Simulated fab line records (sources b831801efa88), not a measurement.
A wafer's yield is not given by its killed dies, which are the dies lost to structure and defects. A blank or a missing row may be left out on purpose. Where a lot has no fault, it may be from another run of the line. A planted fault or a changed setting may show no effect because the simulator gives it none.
A struck lot beside a sound one | flow gf180mcu | 18 steps out of a route of 602
Sound: wafers L605.2, L605.5, L605.6. Wafers struck: L614.2, L614.5, L614.6. The cause is named last.
Order at every step that has rows: each side's tool, ch and its chambers, its first start. Under that, the readings that differ: sound wafers | struck wafers | difference of the means | sigmas: that difference in standard deviations of wafers without a fault.
alike: readings whose means differ by less than 2 such deviations, and words and numbers that are the same on both sides. not compared: withheld readings, readings that some wafer has no value for, bounds like >300 that may hide the same value, and numbers for which the record gives no deviation and whose values overlap.
A row with sigmas, a row that says differs or no value, or rows on one side alone: a step with any of these is where the two part. Numbers that have no deviation but don't overlap get no sigmas and don't part them. A reading that every wafer of one side lacks parts them only if that side has two wafers or more.

first, 2 steps without rows for these wafers: GF_NSD_PEB_05; GF_NSD_DEVELOP_06 (develop time 60 s).
GF_NSD_CD_MEAS_07: the cd target is 400 nm.
  struck on cd-sem-02, day 17 20:58; sound on cd-sem-01, day 14 16:16
  alike: cd-nm
GF_NSD_OVL_MEAS_08:
  struck on overlay-02, day 17 21:04; sound on overlay-01, day 14 16:22
  alike: NSD_OVL
then, 2 steps without rows for these wafers: GF_NSD_IMPLANT_09; GF_NSD_IMPLANT_10.
GF_NSD_STRIP_11: strips in O2/N2.
  sound on plasma-asher-04 ch 0,1, day 14 16:41; struck on plasma-asher-03 ch 0,1, day 17 21:23
  alike: drypump-motor-current-A, heater-power-w, oes-product-au, platen-temp-c, strip-time-to-endpoint-s
  not compared: rf-hours-counter-h
GF_NSD_TW_MEAS_12:
  struck on film-metro-04, day 17 21:30; sound on film-metro-04, day 14 16:48
  alike: NSD_TW
then, 4 steps without rows for these wafers: GF_PSD_DEHYDRATE_00 (time 60 s); GF_PSD_HMDS_01 (prime time 60 s); GF_PSD_COAT_02 (resist thk 1000 nm); GF_PSD_SOFTBAKE_03 (time 60 s).
GF_PSD_EXPOSE_04: exposes mask Pplus, target cd 400 nm.
  sound on iline-stepper-01 ch 0, day 15 03:16; struck on iline-stepper-02 ch 0, day 18 09:07
  reading              | sound                | struck               | difference | sigmas
  exposure-dose-mJ-cm2 | 140.93 140.83 140.70 | 131.79 131.72 131.93 | -9.01      | -64
  alike: mask
then, 1 step without rows for these wafers: GF_PSD_PEB_05.
GF_PSD_DEVELOP_06: develop time 58.9 s.
  sound on litho-track-03 ch 0, day 15 14:00; struck on litho-track-01 ch 0, day 18 21:16
  reading              | sound             | struck            | difference | sigmas
  model.PSD.cd-nm (nm) | 402.1 400.4 400.7 | 380.1 378.1 380.4 | -21.5      |
GF_PSD_CD_MEAS_07: the cd target is 400 nm.
  struck on cd-sem-01, day 18 21:25; sound on cd-sem-01, day 15 14:08
  reading    | sound             | struck            | difference | sigmas
  cd-nm (nm) | 402.2 400.7 400.6 | 380.2 378.1 380.4 | -21.6      | -9
GF_PSD_OVL_MEAS_08:
  struck on overlay-01, day 18 21:31; sound on overlay-02, day 15 14:15
  alike: PSD_OVL
then, 1 step without rows for these wafers: GF_PASSIVATION_PROBE_99.

== WHERE THEY PART ==
At GF_PSD_EXPOSE_04 first; at GF_PSD_CD_MEAS_07 last (within this record only). Later steps at which nothing parts them and some readings are alike: GF_PSD_OVL_MEAS_08.

WHY: the cause the simulator had injected
Drift in process parameters on iline-stepper-02 at GF_PSD_EXPOSE_04, starting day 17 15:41. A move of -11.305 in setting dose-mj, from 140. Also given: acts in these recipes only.
